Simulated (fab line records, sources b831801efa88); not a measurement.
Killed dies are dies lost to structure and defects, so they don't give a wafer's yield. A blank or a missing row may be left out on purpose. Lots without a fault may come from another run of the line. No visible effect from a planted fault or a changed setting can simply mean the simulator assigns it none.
fab line records | flow sky130
[record] lots = 11 | wafers = 33 | last_day = 50
route steps=708 shown LDD_N@247 RES_XHIGH@340 LI_CONTACT@385 VIA1@461
lots that met no fault: taken from a fault-free run of the same line
start_h: hours from the record's first day to the start of the lot's first wafer shown | wait_h: hours since the lot's step before | " identical to the entry in the row above | L1.1+2: a row that stands for several wafers | - either no value or no given start | * or withheld: withheld | < > ~ a bound
route shown NAME@n: NAME is a module with steps in the file, n the number in the route of the first one | usual: mean/standard deviation taken from wafers without a fault | same: alike in all rows | chamber/n: place in a boat | sites: each site's reading | _std_site: the values' standard deviation | _edge_site: outer sites' mean less inner sites' | radius_mm: how far each site lies from the wafer's centre | mask NAME#n: copy n | behind: the tool/chamber that last shaped the wafer | hold: cause of the lot's hold/its duration in hours/its outcome | device: which transistor (n, p or np) failed to switch | end of line: the same wafers' tests at the end of the route | for a step that has no rows: nothing shown but its recipe | killed: dies that structure and defects cost at the first sort, which is not the same as the wafer's yield | map: dies across one wafer; x = killed, . = not, _ = none there
set.NAME: the run value of the setting; set.NAME@STEP: its run value at that earlier step | model.NAME: the simulator's own value behind a step, which no gauge read
steps of the route over a sample of lots; a table a step, a row a wafer
services: from which hour (start_h, from the record's first day; less than 0 if before it) a tool's chamber was out of use, for how many hours, and why
[[steps]]
[step SKY_LDD_N_IMPLANT_10]
[recipe] species = As | energy_kev = 20 | dose_cm2 = 7.5e+13 | tilt_deg = withheld | rotation_deg = 203
[usual] dose_ions_cm2 = 7.501e+13/8e+10 | faraday_current_uA = 421/8.5 | rotation_deg = 203.00/0.039
lot.wafer | tool         | chamber | start_h | wait_h | dose_ions_cm2 | faraday_current_uA | rotation_deg
L857.2    | implanter-01 | 0       | 404.80  | 0.1    | 7.5e+13       | 429                | 202.94
L857.3    | "            | 0       | "       | "      | 7.505e+13     | 420                | 202.97
L857.6    | "            | 0       | "       | "      | 7.495e+13     | 409                | 202.96
L862.2    | implanter-01 | 0       | 437.46  | 0.1    | 7.493e+13     | 432                | 202.99
L862.3    | "            | 0       | "       | "      | 7.497e+13     | 414                | 202.99
L862.6    | "            | 0       | "       | "      | 7.485e+13     | 415                | 203.00
L861.3    | implanter-01 | 0       | 440.23  | 0.1    | 7.504e+13     | 419                | 203.02
L861.4    | "            | 0       | "       | "      | 7.508e+13     | 419                | 202.99
L861.5    | "            | 0       | "       | "      | 7.513e+13     | 420                | 203.00
L863.2    | implanter-01 | 0       | 458.51  | 0.1    | 4.498e+13     | 251                | 202.98
L863.3    | "            | 0       | "       | "      | 4.5e+13       | 245                | 203.02
L863.4    | "            | 0       | "       | "      | 4.501e+13     | 255                | 203.10
L867.1    | implanter-01 | 0       | 491.27  | 0.1    | 4.491e+13     | 260                | 203.10
L867.4    | "            | 0       | "       | "      | 4.5e+13       | 243                | 203.07
L867.5    | "            | 0       | "       | "      | 4.494e+13     | 254                | 203.04
L874.2    | implanter-02 | 0       | 552.30  | 0.1    | 7.514e+13     | 414                | 203.03
L874.4    | "            | 0       | "       | "      | 7.498e+13     | 424                | 203.04
L874.6    | "            | 0       | "       | "      | 7.512e+13     | 430                | 202.99
L876.1    | implanter-03 | 0       | 570.13  | 0.1    | 7.516e+13     | 407                | 203.02
L876.5    | "            | 0       | "       | "      | 7.491e+13     | 413                | 202.98
L876.6    | "            | 0       | "       | "      | 7.509e+13     | 434                | 203.02
L877.1    | implanter-03 | 0       | 578.97  | 0.1    | 7.494e+13     | 423                | 202.97
L877.3    | "            | 0       | "       | "      | 7.504e+13     | 441                | 202.96
L877.4    | "            | 0       | "       | "      | 7.525e+13     | 426                | 202.95
L878.1    | implanter-02 | 0       | 586.97  | 0.1    | 7.506e+13     | 410                | 203.04
L878.4    | "            | 0       | "       | "      | 7.498e+13     | 429                | 203.00
L878.5    | "            | 0       | "       | "      | 7.511e+13     | 412                | 203.01
L879.1    | implanter-01 | 0       | 589.62  | 0.1    | 7.497e+13     | 415                | 202.98
L879.3    | "            | 0       | "       | "      | 7.509e+13     | 415                | 202.95
L879.4    | "            | 0       | "       | "      | 7.502e+13     | 437                | 203.05
L880.2    | implanter-03 | 0       | 594.31  | 0.1    | 7.494e+13     | 423                | 202.92
L880.4    | "            | 0       | "       | "      | 7.498e+13     | 414                | 203.03
L880.5    | "            | 0       | "       | "      | 7.505e+13     | 435                | 202.95
[step SKY_LDD_N_STRIP_16]
[recipe] chemistry = O2/N2 | power_w = 1400 | pressure_mtorr = 1500 | platen_temp_c = withheld | o2_flow_sccm = 3000 | n2_flow_sccm = 300 | overash_fraction = 0.5
[usual] drypump_motor_current_A = 5.9/0.46 | oes_product_au = 0.406/0.0046 | strip_time_to_endpoint_s = 4.320/0.016
lot.wafer | tool            | chamber | start_h | wait_h | drypump_motor_current_A | oes_product_au | rf_hours_counter_h | strip_time_to_endpoint_s
L857.2    | plasma_asher-01 | 1       | 405.67  | 0.1    | 5.6                     | 0.406          | 71                 | 4.314
L857.3    | "               | 0       | "       | "      | 5.3                     | 0.401          | -                  | 4.320
L857.6    | "               | 0       | "       | "      | 5.2                     | 0.409          | -                  | 4.311
L862.2    | plasma_asher-01 | 0       | 438.34  | 0.1    | 5.3                     | 0.409          | 1                  | 4.310
L862.3    | "               | 0       | "       | "      | 5.3                     | 0.402          | -                  | 4.296
L862.6    | "               | 0       | "       | "      | 5.3                     | 0.408          | -                  | 4.296
L861.3    | plasma_asher-03 | 1       | 441.12  | 0.1    | 5.5                     | 0.405          | -                  | 4.334
L861.4    | "               | 0       | "       | "      | 6.7                     | 0.402          | -                  | 4.321
L861.5    | "               | 0       | "       | "      | 6.7                     | 0.405          | -                  | 4.324
L863.2    | plasma_asher-03 | 1       | 459.38  | 0.1    | 5.5                     | 0.407          | 62                 | 4.255
L863.3    | "               | 1       | "       | "      | 5.5                     | 0.419          | -                  | 4.279
L863.4    | "               | 0       | "       | "      | 6.6                     | 0.406          | -                  | 4.254
L867.1    | plasma_asher-03 | 0       | 492.17  | 0.1    | 6.7                     | 0.409          | 66                 | 4.228
L867.4    | "               | 0       | "       | "      | 6.6                     | 0.404          | -                  | 4.218
L867.5    | "               | 0       | "       | "      | 6.6                     | 0.414          | -                  | 4.223
L874.2    | plasma_asher-03 | 1       | 553.17  | 0.1    | 5.6                     | 0.400          | 72                 | 4.305
L874.4    | "               | 0       | "       | "      | 6.7                     | 0.403          | -                  | 4.328
L874.6    | "               | 1       | "       | "      | 5.5                     | 0.399          | -                  | 4.298
L876.1    | plasma_asher-04 | 1       | 571.03  | 0.1    | 6.2                     | 0.402          | 91                 | 4.284
L876.5    | "               | 1       | "       | "      | 6.2                     | 0.415          | -                  | 4.333
L876.6    | "               | 0       | "       | "      | 5.9                     | 0.412          | -                  | 4.311
L877.1    | plasma_asher-04 | 0       | 579.87  | 0.1    | 5.9                     | 0.408          | 92                 | 4.314
L877.3    | "               | 0       | "       | "      | 5.9                     | 0.412          | -                  | 4.311
L877.4    | "               | 1       | "       | "      | 6.2                     | 0.402          | -                  | 4.334
L878.1    | plasma_asher-04 | 0       | 587.87  | 0.1    | 5.9                     | 0.396          | 93                 | 4.323
L878.4    | "               | 1       | "       | "      | 6.2                     | 0.401          | -                  | 4.315
L878.5    | "               | 0       | "       | "      | 5.9                     | 0.418          | -                  | 4.324
L879.1    | plasma_asher-01 | 0       | 590.52  | 0.1    | 5.3                     | 0.405          | 15                 | 4.337
L879.3    | "               | 0       | "       | "      | 5.3                     | 0.413          | -                  | 4.315
L879.4    | "               | 1       | "       | "      | 5.6                     | 0.405          | -                  | 4.297
L880.2    | plasma_asher-01 | 1       | 595.18  | 0.1    | 5.6                     | 0.403          | 15                 | 4.318
L880.4    | "               | 0       | "       | "      | 5.3                     | 0.398          | -                  | 4.304
L880.5    | "               | 0       | "       | "      | 5.2                     | 0.410          | -                  | 4.320
[step SKY_LDD_N_TW_MEAS_17]
[usual] LDD_N_TW = 2587/17
lot.wafer | tool          | chamber | start_h | wait_h | LDD_N_TW
L857.2    | film_metro-03 | -       | 405.78  | 0.1    | 2566
L857.3    | "             | -       | "       | "      | 2566
L857.6    | "             | -       | "       | "      | 2561
L862.2    | film_metro-02 | -       | 438.45  | 0.1    | 2574
L862.3    | "             | -       | "       | "      | 2597
L862.6    | "             | -       | "       | "      | 2594
L861.3    | film_metro-03 | -       | 441.20  | 0.1    | 2574
L861.4    | "             | -       | "       | "      | 2583
L861.5    | "             | -       | "       | "      | 2578
L863.2    | film_metro-03 | -       | 459.49  | 0.1    | 2537
L863.3    | "             | -       | "       | "      | 2533
L863.4    | "             | -       | "       | "      | 2534
L867.1    | film_metro-04 | -       | 492.27  | 0.1    | 2517
L867.4    | "             | -       | "       | "      | 2523
L867.5    | "             | -       | "       | "      | 2518
L874.2    | film_metro-02 | -       | 553.28  | 0.1    | 2629
L874.4    | "             | -       | "       | "      | 2610
L874.6    | "             | -       | "       | "      | 2597
L876.1    | film_metro-03 | -       | 571.13  | 0.1    | 2565
L876.5    | "             | -       | "       | "      | 2578
L876.6    | "             | -       | "       | "      | 2574
L877.1    | film_metro-02 | -       | 579.97  | 0.1    | 2592
L877.3    | "             | -       | "       | "      | 2598
L877.4    | "             | -       | "       | "      | 2606
L878.1    | film_metro-03 | -       | 587.97  | 0.1    | 2569
L878.4    | "             | -       | "       | "      | 2570
L878.5    | "             | -       | "       | "      | 2571
L879.1    | film_metro-02 | -       | 590.62  | 0.1    | 2590
L879.3    | "             | -       | "       | "      | 2588
L879.4    | "             | -       | "       | "      | 2590
L880.2    | film_metro-04 | -       | 595.29  | 0.1    | 2578
L880.4    | "             | -       | "       | "      | 2599
L880.5    | "             | -       | "       | "      | 2608
[step SKY_RES_XHIGH_STRIP_08]
[recipe] chemistry = O2/N2 | power_w = 1400 | pressure_mtorr = 1500 | platen_temp_c = withheld | o2_flow_sccm = 3000 | n2_flow_sccm = 300 | overash_fraction = 0.5
[usual] drypump_motor_current_A = 5.7/0.33 | oes_product_au = 0.711/0.0049 | strip_time_to_endpoint_s = 14.27/0.044
lot.wafer | tool            | chamber | start_h | wait_h | drypump_motor_current_A | oes_product_au | rf_hours_counter_h | strip_time_to_endpoint_s
L857.2    | plasma_asher-04 | 1       | 618.94  | 0.1    | 6.2                     | 0.713          | 96                 | 14.26
L857.3    | "               | 0       | "       | "      | 5.9                     | 0.722          | -                  | 14.24
L857.6    | "               | 0       | "       | "      | 5.9                     | 0.711          | -                  | 14.21
L862.2    | plasma_asher-02 | 1       | 649.43  | 0.1    | 5.7                     | 0.713          | 49                 | 14.28
L862.3    | "               | 1       | "       | "      | 5.7                     | 0.710          | -                  | 14.27
L862.6    | "               | 0       | "       | "      | 5.3                     | 0.710          | -                  | 14.28
L861.3    | plasma_asher-02 | 0       | 653.72  | 0.1    | 5.3                     | 0.714          | -                  | 14.25
L861.4    | "               | 1       | "       | "      | 5.7                     | 0.723          | -                  | 14.23
L861.5    | "               | 0       | "       | "      | 5.3                     | 0.713          | -                  | 14.24
L863.2    | plasma_asher-02 | 1       | 672.98  | 0.1    | 5.7                     | 0.717          | 51                 | 14.26
L863.3    | "               | 0       | "       | "      | 5.3                     | 0.716          | -                  | 14.19
L863.4    | "               | 1       | "       | "      | 5.7                     | 0.711          | -                  | 14.21
L867.1    | plasma_asher-02 | 0       | 700.14  | 0.1    | 5.3                     | 0.709          | 54                 | 14.20
L867.4    | "               | 0       | "       | "      | 5.3                     | 0.702          | -                  | 14.22
L867.5    | "               | 1       | "       | "      | 5.7                     | 0.714          | -                  | 14.23
L874.2    | plasma_asher-02 | 1       | 758.59  | 0.1    | 5.8                     | 0.708          | 59                 | 14.28
L874.4    | "               | 0       | "       | "      | 5.3                     | 0.707          | -                  | 14.30
L874.6    | "               | 1       | "       | "      | 5.7                     | 0.717          | -                  | 14.29
L876.1    | plasma_asher-04 | 0       | 771.28  | 0.1    | 5.9                     | 0.711          | 3                  | 14.35
L876.5    | "               | 0       | "       | "      | 5.9                     | 0.719          | -                  | 14.30
L876.6    | "               | 1       | "       | "      | 6.2                     | 0.720          | -                  | 14.33
L877.1    | plasma_asher-04 | 1       | 777.48  | 0.1    | 6.2                     | 0.712          | 3                  | 14.31
L877.3    | "               | 0       | "       | "      | 5.9                     | 0.712          | -                  | 14.29
L877.4    | "               | 1       | "       | "      | 6.2                     | 0.710          | -                  | 14.33
L878.1    | plasma_asher-04 | 0       | 786.78  | 0.1    | 5.9                     | 0.714          | 4                  | 14.25
L878.4    | "               | 1       | "       | "      | 6.2                     | 0.704          | -                  | 14.23
L878.5    | "               | 0       | "       | "      | 5.9                     | 0.713          | -                  | 14.29
L879.1    | plasma_asher-02 | 1       | 789.09  | 0.1    | 5.7                     | 0.709          | 62                 | 14.38
L879.3    | "               | 0       | "       | "      | 5.3                     | 0.706          | -                  | 14.36
L879.4    | "               | 1       | "       | "      | 5.7                     | 0.712          | -                  | 14.33
L880.2    | plasma_asher-01 | 1       | 793.78  | 0.1    | 5.6                     | 0.707          | 35                 | 14.25
L880.4    | "               | 1       | "       | "      | 5.6                     | 0.727          | -                  | 14.27
L880.5    | "               | 0       | "       | "      | 5.3                     | 0.705          | -                  | 14.27
[step SKY_LI_CONTACT_THK_MEAS_23]
[recipe] thk_meas_gauge = xrf | reads = W_of_LI_CONTACT_CVD_21
[usual] LI_CONTACT_W_THK = 410/5.5
lot.wafer | tool          | chamber | start_h | wait_h | LI_CONTACT_W_THK[nm]
L857.2    | film_metro-03 | -       | 678.47  | 0.1    | 413
L857.3    | "             | -       | "       | "      | 412
L857.6    | "             | -       | "       | "      | 417
L862.2    | film_metro-02 | -       | 708.65  | 0.1    | 416
L862.3    | "             | -       | "       | "      | 419
L862.6    | "             | -       | "       | "      | 426
L861.3    | film_metro-01 | -       | 712.55  | 0.1    | 404
L861.4    | "             | -       | "       | "      | 410
L861.5    | "             | -       | "       | "      | 408
L863.2    | film_metro-02 | -       | 730.90  | 0.1    | 406
L863.3    | "             | -       | "       | "      | 408
L863.4    | "             | -       | "       | "      | 410
L867.1    | film_metro-02 | -       | 757.06  | 0.1    | 409
L867.4    | "             | -       | "       | "      | 408
L867.5    | "             | -       | "       | "      | 412
L874.2    | film_metro-02 | -       | 813.85  | 0.1    | 417
L874.4    | "             | -       | "       | "      | 416
L874.6    | "             | -       | "       | "      | 411
L876.1    | film_metro-03 | -       | 826.13  | 0.1    | 405
L876.5    | "             | -       | "       | "      | 407
L876.6    | "             | -       | "       | "      | 405
L877.1    | film_metro-01 | -       | 833.11  | 0.1    | 404
L877.3    | "             | -       | "       | "      | 421
L877.4    | "             | -       | "       | "      | 408
L878.1    | film_metro-03 | -       | 841.98  | 0.1    | 412
L878.4    | "             | -       | "       | "      | 413
L878.5    | "             | -       | "       | "      | 411
L879.1    | film_metro-01 | -       | 844.31  | 0.1    | 409
L879.3    | "             | -       | "       | "      | 412
L879.4    | "             | -       | "       | "      | 406
L880.2    | film_metro-01 | -       | 848.22  | 0.1    | 403
L880.4    | "             | -       | "       | "      | 412
L880.5    | "             | -       | "       | "      | 414
[step SKY_VIA1_BOW_MEAS_03]
[recipe] mode = bow
[usual] VIA1_BOW = 78/7
lot.wafer | tool          | chamber | start_h | wait_h | VIA1_BOW[um]
L857.2    | film_metro-01 | -       | 765.17  | 0.3    | 90
L857.3    | "             | -       | "       | "      | 68
L857.6    | "             | -       | "       | "      | 82
L862.2    | film_metro-02 | -       | 793.98  | 0.2    | 72
L862.3    | "             | -       | "       | "      | 88
L862.6    | "             | -       | "       | "      | 72
L861.3    | film_metro-03 | -       | 797.45  | 0.1    | 65
L861.4    | "             | -       | "       | "      | 78
L861.5    | "             | -       | "       | "      | 76
L863.2    | film_metro-02 | -       | 816.19  | 0.2    | 82
L863.3    | "             | -       | "       | "      | 80
L863.4    | "             | -       | "       | "      | 77
L867.1    | film_metro-02 | -       | 841.02  | 0.1    | 85
L867.4    | "             | -       | "       | "      | 79
L867.5    | "             | -       | "       | "      | 78
L874.2    | film_metro-01 | -       | 895.32  | 0.3    | 74
L874.4    | "             | -       | "       | "      | 87
L874.6    | "             | -       | "       | "      | 72
L876.1    | film_metro-03 | -       | 909.14  | 0.1    | 87
L876.5    | "             | -       | "       | "      | 85
L876.6    | "             | -       | "       | "      | 83
L877.1    | film_metro-01 | -       | 916.09  | 0.1    | 83
L877.3    | "             | -       | "       | "      | 84
L877.4    | "             | -       | "       | "      | 85
L878.1    | film_metro-02 | -       | 924.44  | 0.2    | 72
L878.4    | "             | -       | "       | "      | 82
L878.5    | "             | -       | "       | "      | 83
L879.1    | film_metro-01 | -       | 927.09  | 0.2    | 71
L879.3    | "             | -       | "       | "      | 72
L879.4    | "             | -       | "       | "      | 82
L880.2    | film_metro-02 | -       | 929.81  | 0.1    | 89
L880.4    | "             | -       | "       | "      | 93
L880.5    | "             | -       | "       | "      | 79
[[services]]
tool            | chamber | start_h | hours | kind
implanter-03    | -       | 406.73  | 11.7  | pm
plasma_asher-01 | -       | 421.25  | 9.0   | pm
implanter-03    | -       | 459.02  | 6.3   | repair
plasma_asher-04 | -       | 459.88  | 1.3   | repair
plasma_asher-01 | -       | 480.96  | 14.6  | pm
implanter-03    | -       | 488.87  | 6.2   | repair
plasma_asher-04 | -       | 512.98  | 0.6   | repair
implanter-01    | -       | 518.52  | 4.4   | pm
plasma_asher-02 | -       | 523.35  | 11.1  | repair
implanter-03    | -       | 532.85  | 2.6   | repair
implanter-02    | -       | 533.45  | 1.0   | repair
plasma_asher-03 | -       | 569.07  | 1.4   | repair
plasma_asher-02 | -       | 578.45  | 1.5   | repair
plasma_asher-03 | -       | 625.50  | 5.5   | repair
implanter-03    | -       | 627.89  | 1.0   | repair
implanter-03    | -       | 628.92  | 1.8   | pm
implanter-03    | -       | 630.73  | 3.9   | pm
plasma_asher-03 | -       | 630.99  | 2.8   | pm
plasma_asher-01 | -       | 669.85  | 1.6   | repair
implanter-03    | -       | 695.39  | 1.6   | repair
implanter-03    | -       | 715.34  | 3.1   | repair
plasma_asher-04 | -       | 733.75  | 9.0   | pm
implanter-03    | -       | 761.75  | 3.5   | repair
plasma_asher-02 | -       | 791.74  | 2.6   | repair
[[key]]
[first_sign] step = SKY_LDD_N_IMPLANT_10 | reading = dose_ions_cm2 | direction = down | sigmas = 99+ | usual = * | struck = *
[effect] step = SKY_LDD_N_IMPLANT_10 | reading = faraday_current_uA | direction = down | sigmas = 20 | usual = 421 | struck = 251
[effect] step = SKY_LDD_N_STRIP_16 | reading = strip_time_to_endpoint_s | direction = down | sigmas = 4.9 | usual = * | struck = *
[effect] step = SKY_LDD_N_TW_MEAS_17 | reading = LDD_N_TW | direction = down | sigmas = 3.6 | usual = 2587 | struck = 2527
met_at SKY_LDD_N_IMPLANT_10
struck_lots L863,L867
tester_left_out L863,L867
not_acting_at SKY_RES_XHIGH_STRIP_08,SKY_LI_CONTACT_THK_MEAS_23,SKY_VIA1_BOW_MEAS_03
onset_between 440.23 458.51
[fault] kind = process_parameter_drift | tool = implanter-01 | chamber = - | onset_h = 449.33 | steps = SKY_LDD_N_IMPLANT_10 | channel = dose_cm2 | offset = * | shape = step | end_h = 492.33 | acts_in = * | stated = *
// tester_left_out: of these lots the tester's yield and bins aren't shown, on N5 and GAA mostly nor the transistor test; their killed dies are dies lost to structure and defects alone, not to doping, threshold or leakage, so they don't give the yield
